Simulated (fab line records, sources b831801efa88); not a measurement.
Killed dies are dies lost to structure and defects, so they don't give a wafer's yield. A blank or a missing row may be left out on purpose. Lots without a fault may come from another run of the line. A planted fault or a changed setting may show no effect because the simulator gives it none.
Which tool did it? | flow gf180mcu | 6 lots, 18 wafers sampled, at 2 steps of a route of 602

WHAT THE GAUGES READ, wafer by wafer
GF_V5_THK_MEAS_25: measures by xrf.
lot  | measured     | on            | V5_W_THK (nm)
L638 | day 28 10:47 | film_metro-04 | 354 352 352
L640 | day 28 23:11 | film_metro-02 | 351 346 346
L645 | day 30 10:22 | film_metro-04 | 348 347 346
L649 | day 31 17:41 | film_metro-01 | 337 334 335
L654 | day 32 21:50 | film_metro-01 | 351 349 355
L656 | day 33 13:26 | film_metro-02 | 351 358 354

WHICH TOOL RAN EACH LOT (tool, then ch and the chambers of the sampled wafers, then the start)
lot  | GF_M4_STRIP_18
L638 | wet_bench-03 ch 3, day 24 16:37
L640 | wet_bench-02 ch 2, day 25 07:21
L645 | wet_bench-03 ch 2, day 27 00:01
L649 | wet_bench-01 ch 1, day 28 08:15
L654 | wet_bench-02 ch 0, day 29 18:30
L656 | wet_bench-03 ch 0, day 30 12:18
- GF_M4_STRIP_18: strips in post etch residue remover, time 1200 s.

THE ANSWER, worked out from the rows above alone
Rule: what is usual is taken from the lots themselves. Put in order of their means at a reading, lots are off if they are a third of the lots or fewer, leave a main group of 4 or more, and stand apart from it by a gap of 3 or more times the standard deviation of the main group's means; of several such gaps the widest counts. A main group whose means are all the same, to the digits that the tables above print for the reading, isn't used. A lot without any number at a reading at which 4 lots or more have one is off too. The other lots that the step has rows for count as sound.
Off: L649, at GF_V5_THK_MEAS_25 (V5_W_THK). The main group: mean 351 nm, standard deviation 2.9.
A tool fits if, at a process step before that reading, it ran every lot that is off, and no sound lot after the first of them. The gauges at GF_V5_THK_MEAS_25 are tried like those tools. One fits: wet_bench-01 at GF_M4_STRIP_18. It ran no sound lot before its first lot that is off in this sample, so the start can't be narrowed down.

WHAT THE SIMULATOR HAD PUT IN
Chamber particle source: wet_bench-01, from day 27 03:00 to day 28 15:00, at GF_M4_STRIP_18. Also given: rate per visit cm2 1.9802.
Lots struck among those shown: L649. The rule above found the same.
